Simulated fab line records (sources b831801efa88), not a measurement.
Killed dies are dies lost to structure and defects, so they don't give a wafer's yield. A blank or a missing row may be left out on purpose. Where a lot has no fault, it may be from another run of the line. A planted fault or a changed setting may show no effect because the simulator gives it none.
Which tool did it?	flow gf180mcu	42 wafers from 14 lots sampled at 4 of the route's 602 steps

## WHAT EACH GAUGE READ, for each wafer
GF_VT_IMPLANT_OVL_MEAS_40.
lot	measured	on	VT_IMPLANT_03_OVL (nm)
L975	day 7 13:18	overlay-01	1.7 1.4 -0.3
L976	day 7 19:04	overlay-02	0.2 2.3 0.2
L977	day 8 00:53	overlay-01	2.7 0.7 1.0
L982	day 9 14:08	overlay-01	2.5 3.4 2.0
L983	day 9 22:55	overlay-02	1.5 2.6 -0.1
L989	day 11 09:28	overlay-01	-0.3 -0.6 1.0
L990	day 11 19:50	overlay-01	-0.7 -1.7 0.1
L991	day 12 00:31	overlay-01	0.4 2.0 0.2
L992	day 12 08:53	overlay-01	1.2 1.7 2.1
L993	day 12 12:28	overlay-02	0.2 1.9 1.4
L994	day 12 18:35	overlay-01	-0.6 0.7 0.4
L995	day 13 02:02	overlay-02	1.3 3.5 2.9
L997	day 13 16:40	overlay-02	-1.2 0.7 -0.6
L998	day 14 01:26	overlay-02	0.0 -1.3 0.3

GF_HV_LDD_TW_MEAS_50.
lot	measured	on	HV_LDD_4_TW
L975	day 12 10:32	filmMetro-01	567 568 566
L976	day 12 16:14	filmMetro-01	569 567 568
L977	day 12 21:57	filmMetro-04	563 561 563
L982	day 14 18:06	filmMetro-04	703 702 700
L983	day 15 04:24	filmMetro-02	715 711 711
L989	day 16 23:48	filmMetro-01	572 574 572
L990	day 17 13:38	filmMetro-01	577 573 575
L991	day 17 18:50	filmMetro-04	563 558 564
L992	day 18 05:55	filmMetro-02	567 567 566
L993	day 18 10:42	filmMetro-04	561 556 561
L994	day 18 18:08	filmMetro-01	571 571 572
L995	day 19 01:35	filmMetro-01	571 571 570
L997	day 19 16:45	filmMetro-02	571 572 572
L998	day 20 04:34	filmMetro-02	569 568 568

GF_SALICIDE_RS_MEAS_04: a four-point-probe measurement.
lot	measured	on	SALICIDE_TIN_RS (ohm/sq)
L975	day 15 02:07	filmMetro-03	15.81 16.00 15.86
L976	day 15 10:14	filmMetro-02	16.16 16.43 16.24
L977	day 15 15:57	filmMetro-02	16.18 16.01 16.25
L982	day 17 17:19	filmMetro-02	15.88 15.86 15.82
L983	day 18 03:53	filmMetro-02	16.17 16.57 16.29
L989	day 20 02:57	filmMetro-03	15.89 16.08 16.11
L990	day 20 18:49	filmMetro-02	16.63 16.82 16.63
L991	day 21 00:38	filmMetro-02	15.96 16.62 16.06
L992	day 21 10:11	filmMetro-02	16.46 16.52 16.21
L993	day 21 15:40	filmMetro-02	16.37 16.13 16.83
L994	day 21 22:22	filmMetro-03	16.46 16.29 16.55
L995	day 22 05:58	filmMetro-03	16.27 16.15 16.21
L997	day 22 20:55	filmMetro-03	16.41 16.11 16.40
L998	day 23 08:10	filmMetro-01	16.12 16.06 16.18

## EACH LOT AND THE TOOL THAT RAN IT (in order: tool; ch and the chambers of the sampled wafers; start)
lot	GF_HV_LDD_IMPLANT_48
L975	implanter-02 ch 0, day 12 10:17
L976	implanter-02 ch 0, day 12 15:59
L977	implanter-04 ch 0, day 12 21:43
L982	implanter-02 ch 0, day 14 17:28
L983	implanter-02 ch 0, day 15 03:50
L989	implanter-01 ch 0, day 16 23:35
L990	implanter-02 ch 0, day 17 13:23
L991	implanter-01 ch 0, day 17 18:37
L992	implanter-01 ch 0, day 18 05:40
L993	implanter-04 ch 0, day 18 10:29
L994	implanter-01 ch 0, day 18 17:53
L995	implanter-01 ch 0, day 19 01:20
L997	implanter-02 ch 0, day 19 16:32
L998	implanter-01 ch 0, day 20 04:19
- GF_HV_LDD_IMPLANT_48

## WHAT THE TOOLS THEMSELVES READ (means of the sampled wafers that have a number; where no wafer has one, the mark that the record gives instead)
The record holds no such reading with a usual standard deviation.

## THE ANSWER, worked out from the rows above alone
Rule: usual is defined by the lots themselves. The widest of any qualifying gaps counts: lots, ordered by their means at a reading, are off when they make up no more than a third of the lots, leave a main group of 4 or more, and stand apart from it by 3 or more times the standard deviation of that group's means. Not used: any main group whose means are identical at the precision the tables above print for the reading. A lot without any number at a reading at which 4 lots or more have one is off too. All remaining lots with rows at the step are treated as sound. After the gauges, taken in route order, come the tools' own readings; for these a lot's mean is taken, as printed above. The first step at which some lot is off is used, and at that step the reading that is off furthest; a lot without a number counts as furthest.
Off: at GF_HV_LDD_TW_MEAS_50 (HV_LDD_4_TW), L982, L983. Main group: mean 568, sd 4.6.
A tool fits if, at a process step before that reading, it ran every lot that is off, and no sound lot after the first of them. Those tools and the gauges at GF_HV_LDD_TW_MEAS_50 are tried in the same way. Not one of the candidates tried fits.

## WHAT THE SIMULATOR HAD INSERTED
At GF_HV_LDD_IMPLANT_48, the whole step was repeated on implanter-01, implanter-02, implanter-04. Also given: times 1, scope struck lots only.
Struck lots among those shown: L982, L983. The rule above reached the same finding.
